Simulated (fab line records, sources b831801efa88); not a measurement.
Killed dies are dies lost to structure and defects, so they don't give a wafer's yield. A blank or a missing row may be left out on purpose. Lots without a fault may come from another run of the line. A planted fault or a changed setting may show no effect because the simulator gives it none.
Chamber matching | flow sky130 | SKY_PASSIVATION_CVD_00 on pecvd-01: 3 sister chambers
The step deposits SiO2, target thk 90 nm. 3 wafers are shown with their chamber, then 7 later ones without.

WAFERS WITH THEIR CHAMBER
wafer  | chamber | heater_power_w (W)
L198.3 | 0       | 644
L209.6 | 1       | 588
L210.4 | 2       | 555

WAFERS WITHOUT THEIR CHAMBER
wafer  | heater_power_w (W)
L210.5 | 586
L212.2 | 671
L212.4 | 595
L212.5 | 626
L213.3 | 593
L213.4 | 692
L213.5 | 665

WHICH CHAMBER EACH WENT THROUGH
wafer  | from the rows above          | in truth
L210.5 | can't be placed: 1 or 2      | 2
L212.2 | 0                            | 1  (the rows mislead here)
L212.4 | can't be placed: 1 or 2 or 0 | 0
L212.5 | can't be placed: 0 or 1      | 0
L213.3 | can't be placed: 1 or 2 or 0 | 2
L213.4 | 0                            | 0
L213.5 | 0                            | 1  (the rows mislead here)
Placed correctly: 1 of 7. Can't be placed from these rows: 4 (the true chamber is among the candidates in 4). Placed wrongly: 2.
How it was worked out, from the rows above alone: a wafer's distance from a chamber is the root of the sum, over the readings, of the square of ((its reading less the chamber's mean) divided by the reading's scatter). The wafer belongs to the nearest chamber; if the next one is less than 2 further off, it can't be placed. A chamber's mean is the mean of its shown wafers. The scatter: with one shown wafer a chamber, the root of the mean of the squares of how far each hidden wafer lies from its nearest shown one.
